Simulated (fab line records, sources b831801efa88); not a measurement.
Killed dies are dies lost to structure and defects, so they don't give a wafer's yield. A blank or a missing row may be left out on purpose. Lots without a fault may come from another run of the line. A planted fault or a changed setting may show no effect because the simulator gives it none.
A struck lot beside a sound one | flow sky130 | 26 steps out of a route of 708
Sound: wafers L183.2, L183.4, L183.6. Struck: wafers L172.1, L172.2, L172.5. The cause comes at the end.
At each step with rows: each side's tool, then ch and its chambers, then its first start. Under that, the readings that differ: sound wafers | struck wafers | difference of the means | sigmas: that difference in standard deviations of wafers without a fault.
alike: readings whose means differ by less than 2 such deviations, and words and numbers that are the same on both sides. not compared: withheld readings, readings that some wafer has no value for, bounds like >300 that may hide the same value, and numbers for which the record gives no deviation and whose values overlap.
The two part at a step that has a row with sigmas, a row that says differs or no value, or rows on one side only. Numbers that don't overlap but have no deviation are shown without sigmas and don't part them. A reading that every wafer of one side lacks parts them only if that side has two wafers or more.

SKY_PWDE_TW_MEAS_10:
  sound on film_metro-02, day 7 14:19; struck on film_metro-01, day 4 20:42
  alike: PWDE_TW
then, 7 steps without rows for these wafers: SKY_NWELL_DEHYDRATE_03 (time 60 s); SKY_NWELL_HMDS_04 (prime time 60 s); SKY_NWELL_COAT_05 (resist thk 3000 nm); SKY_NWELL_SOFTBAKE_06; SKY_NWELL_EXPOSE_07 (exposes mask NWM, target cd 840 nm); SKY_NWELL_PEB_08; SKY_NWELL_DEVELOP_09 (develop time 60 s).
SKY_NWELL_OVL_MEAS_10:
  sound on overlay-01, day 8 10:25; struck on overlay-02, day 5 14:34
  alike: NWELL_00_OVL
then, 3 steps without rows for these wafers: SKY_NWELL_IMPLANT_11; SKY_NWELL_IMPLANT_12; SKY_NWELL_IMPLANT_13.
SKY_NWELL_STRIP_14: strips in O2/N2.
  sound on plasma_asher-04 ch 1, day 8 10:54; struck on plasma_asher-02 ch 0,1, day 5 15:04
  reading                                 | sound             | struck            | difference                    | sigmas
  oes_product_au (a.u.)                   | 0.722 0.729 0.723 | 0.925 0.930 0.929 | +0.203                        | +45
  strip_time_to_endpoint_s (s)            | 36.94 36.91 36.88 | - - -             | no value on the struck wafers |
  model.coat_of_NWELL_COAT_05.thk_nm (nm) | 0 0 0             | 1793 1793 1796    | +1794                         |
  alike: drypump_motor_current_A, o2_flow_sccm
  not compared: rf_hours_counter_h
SKY_NWELL_TW_MEAS_15:
  sound on film_metro-01, day 8 11:01; struck on film_metro-01, day 5 15:10
  alike: NWELL_TW
then, 7 steps without rows for these wafers: SKY_NWELL_DEHYDRATE_16 (time 60 s); SKY_NWELL_HMDS_17 (prime time 60 s); SKY_NWELL_COAT_18 (resist thk 3000 nm); SKY_NWELL_SOFTBAKE_19; SKY_NWELL_EXPOSE_20 (exposes mask NWM COMPLEMENT, target cd 840 nm); SKY_NWELL_PEB_21; SKY_NWELL_DEVELOP_22 (develop time 60 s).
SKY_NWELL_OVL_MEAS_23:
  sound on overlay-02, day 9 08:13; struck on overlay-01, day 6 08:01
  alike: NWELL_01_OVL
then, 1 step without rows for these wafers: SKY_NWELL_IMPLANT_24.
SKY_NWELL_STRIP_25: strips in O2/N2.
  sound on plasma_asher-03 ch 0,1, day 9 08:23; struck on plasma_asher-04 ch 0,1, day 6 08:11
  reading                      | sound             | struck            | difference | sigmas
  strip_time_to_endpoint_s (s) | 36.87 36.85 36.79 | 63.39 63.45 63.60 | +26.64     | +99 or more
  alike: drypump_motor_current_A, o2_flow_sccm, oes_product_au
  not compared: rf_hours_counter_h
SKY_NWELL_TW_MEAS_26:
  sound on film_metro-04, day 9 08:30; struck on film_metro-02, day 6 08:17
  reading    | sound       | struck   | difference | sigmas
  NWELL_2_TW | 500 501 500 | 30 30 30 | -470       | -99 or more
then, 1 step without rows for these wafers: SKY_NWELL_CLEAN_27 (cleans in SC1/SC2, time 150 s).

WHERE THEY PART
First at SKY_NWELL_STRIP_14; last, within this record, at SKY_NWELL_TW_MEAS_26.

WHY: what the simulator had put in
Strip aborted: plasma_asher-02, from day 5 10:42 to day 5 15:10, at SKY_NWELL_STRIP_14. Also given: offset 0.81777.
